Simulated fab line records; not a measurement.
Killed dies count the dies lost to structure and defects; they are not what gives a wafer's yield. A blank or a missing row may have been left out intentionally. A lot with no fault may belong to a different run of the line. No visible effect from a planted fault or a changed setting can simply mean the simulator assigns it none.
Matching of chambers + flow gf180mcu + 4 sister chambers for GF_V5_CMP_04 on cmp-01
The step polishes SiO2. 20 wafers are shown with their chamber, then 10 later ones without.

== EACH WAFER AND ITS CHAMBER ==
| wafer  | chamber | motorCurrentA (A) |
|--------|---------|-------------------|
| L981.2 | 3       | 10.5              |
| L981.3 | 0       | 10.1              |
| L981.5 | 1       | 11.3              |
| L983.2 | 1       | 12.1              |
| L983.4 | 0       | 10.5              |
| L983.5 | 3       | 10.2              |
| L984.1 | 1       | 12.4              |
| L984.5 | 2       | 14.4              |
| L984.6 | 3       | 10.2              |
| L985.2 | 3       | 10.8              |
| L985.3 | 1       | 11.9              |
| L985.5 | 1       | 12.4              |
| L988.1 | 0       | 10.4              |
| L988.5 | 1       | 12.5              |
| L988.6 | 0       | 10.6              |
| L990.1 | 2       | 14.5              |
| L990.3 | 1       | 12.4              |
| L990.6 | 1       | 12.2              |
| L991.1 | 3       | 11.1              |
| L991.2 | 0       | 9.6               |

SIGNATURES (means of the wafers above)
| reading       | chamber 0 | chamber 1 | chamber 2 | chamber 3 | scatter within a chamber |
|---------------|-----------|-----------|-----------|-----------|--------------------------|
| motorCurrentA | 10.240    | 12.150    | 14.450    | 10.560    | 0.385                    |
Rule: a wafer's distance from a chamber is the root of the sum, over the readings, of the square of ((its reading less the chamber's mean) divided by the reading's scatter). The wafer belongs to the nearest chamber; if the next one is less than 2 further off, it can't be placed. The scatter is the square root of a quotient: the sum, over the shown wafers, of each reading's squared deviation from its chamber's mean, divided by wafers minus chambers.

== WAFERS WITH NO CHAMBER GIVEN ==
| wafer  | motorCurrentA (A) |
|--------|-------------------|
| L991.4 | 12.0              |
| L997.1 | 10.8              |
| L997.4 | 10.2              |
| L997.5 | 9.8               |
| L100.1 | 12.9              |
| L100.2 | 10.3              |
| L100.3 | 11.2              |
| L101.2 | 14.6              |
| L101.4 | 11.7              |
| L101.6 | 15.0              |

== CHAMBER TAKEN BY EACH ==
| wafer  | from the rows above          | in truth |
|--------|------------------------------|----------|
| L991.4 | 1                            | 1        |
| L997.1 | can't be placed: 3 or 0      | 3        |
| L997.4 | can't be placed: 0 or 3      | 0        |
| L997.5 | can't be placed: 0 or 3      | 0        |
| L100.1 | 1                            | 1        |
| L100.2 | can't be placed: 0 or 3      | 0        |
| L100.3 | can't be placed: 3 or 1 or 0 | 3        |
| L101.2 | 2                            | 2        |
| L101.4 | can't be placed: 1 or 3      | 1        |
| L101.6 | 2                            | 2        |
Placed correctly: 4 of 10. Unplaceable from these rows: 6, with the true chamber sitting among the candidates in 6. Placed wrongly: 0.
